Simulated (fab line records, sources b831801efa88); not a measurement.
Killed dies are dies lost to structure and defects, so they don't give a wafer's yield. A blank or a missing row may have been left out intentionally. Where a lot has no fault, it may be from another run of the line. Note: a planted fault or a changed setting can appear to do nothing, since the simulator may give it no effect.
Split-lot trial    flow sfqLine    5 lots, 23 wafers read, on a route of 325 steps

## ON THE SPLIT
At SFQ_TRILAYER_M3_DEP_SPUTTER_073 (material Nb, target thk 200 nm, time 133.3 s), the setting timeS was moved away from the recipe's 133.3 s on 8 of the 23 wafers read, by -14.7% to +8.9%. This setting was run at the recipe's value on the other wafers.

Split to reading: the file shows no intervening step.

## THE READING
At SFQ_M3_RS_MEAS_919, a four-point-probe measurement gives M3_NB_RS in ohm/sq. Typical for fault-free wafers on this fab line: 0.891 ohm/sq, with standard deviation 0.012 ohm/sq.

wafer   tool, chamber at the split  timeS as run, s  against the recipe  M3_NB_RS, ohm/sq  against lot-mates on the recipe
L076.1  pvdSputter-04, -            133.3            recipe              0.867             -
L076.2  pvdSputter-04, -            133.3            recipe              0.874             -
L076.3  pvdSputter-04, -            145.1            +8.9%               0.801             -0.070
L076.4  pvdSputter-04, -            145.1            +8.9%               0.800             -0.071
L076.6  pvdSputter-04, -            145.1            +8.9%               0.799             -0.072
L078.1  pvdSputter-05, -            133.3            recipe              0.913             -
L078.2  pvdSputter-05, -            133.3            recipe              0.895             -
L078.4  pvdSputter-05, -            133.3            recipe              0.902             -
L078.5  pvdSputter-05, -            133.3            recipe              0.900             -
L078.6  pvdSputter-05, -            133.3            recipe              0.894             -
L079.2  pvdSputter-04, -            133.3            recipe              0.885             -
L079.3  pvdSputter-04, -            133.3            recipe              0.881             -
L079.5  pvdSputter-04, -            133.3            recipe              0.882             -
L080.1  pvdSputter-03, -            133.3            recipe              0.906             -
L080.3  pvdSputter-03, -            139.6            +4.7%               0.867             -0.036
L080.4  pvdSputter-03, -            139.6            +4.7%               0.855             -0.048
L080.5  pvdSputter-03, -            139.6            +4.7%               0.864             -0.039
L080.6  pvdSputter-03, -            133.3            recipe              0.900             -
L081.1  pvdSputter-04, -            113.7            -14.7%              1.026             +0.144
L081.2  pvdSputter-04, -            113.7            -14.7%              1.037             +0.155
L081.4  pvdSputter-04, -            133.3            recipe              0.881             -
L081.5  pvdSputter-04, -            133.3            recipe              0.876             -
L081.6  pvdSputter-04, -            133.3            recipe              0.888             -

THE FIT
A straight line over all 23 wafers: M3_NB_RS changes by -0.00948 ohm/sq for each +1% of timeS; r = -0.97; the points scatter about the line by 0.013 ohm/sq.
The same after taking each lot's own level away (the mean of its wafers on the recipe; 23 wafers): -0.00939 ohm/sq for each +1%; r = -0.99; scatter 0.0071 ohm/sq.
The reading moves by 0.14 ohm/sq for the largest change in timeS, on that fit.
Across the lots, their own levels run from 0.8705 to 0.9030 ohm/sq, a range of 2.7 times the standard deviation given above.
Consequently the slope shifts little with the lot-to-lot level, the two slopes agreeing.
Check: with one of the wafers moved furthest among these (-14.7%) left out of the fit, the line predicts +0.139 ohm/sq for it against its lot-mates. It came out at +0.144 ohm/sq against them.

## OTHER SPLITS APPLIED TO THESE WAFERS
Before the reading, these wafers also passed through other splits. Each is held against what the fit with the lots' levels taken away leaves over:
other split on the same wafers                    wafers away from the commonest value  r with M3_NB_RS (lot level and that fit taken away)
SFQ_TRILAYER_I1_DEP_PECVD_045 timeS               10                                    +0.21
SFQ_TRILAYER_I1_VIA_LITHO_COAT_049 resistThkNm    10                                    +0.29
SFQ_TRILAYER_I1_VIA_BARC_OPEN_VIA_ETCH_071 timeS  10                                    +0.27
SFQ_TRILAYER_M2_DEP_SPUTTER_055 timeS             7                                     -0.04
SFQ_TRILAYER_M2_ETCH_METAL_ETCH_060 icpW          8                                     +0.39
SFQ_TRILAYER_I2_CMP_CMP_064 leaveAboveRefNm       12                                    +0.10
SFQ_TRILAYER_I2_VIA_LITHO_COAT_067 spinRpm        6                                     -0.25

## THE WHOLE CHAIN: every reading that the file lists as answering this split, in the file's order
step                             what it does                                  reading                                                                                   change (the file's fit)               r (the file's)
SFQ_TRILAYER_M3_DEP_SPUTTER_073  material Nb, target thk 200 nm, time 133.3 s  Nb_of_TRILAYER_M3_DEP_SPUTTER_073.thkNm (the simulator's own value, which no gauge read)  +1.98 nm for each +1% of the setting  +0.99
SFQ_M3_RS_MEAS_919               measures by four-point-probe                  M3_NB_RS                                                                                  -0.00951 for each +1% of the setting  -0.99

## FILE'S OWN FIT
M3_NB_RS changes by -0.00951 ohm/sq for each +1% of timeS, r = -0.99.
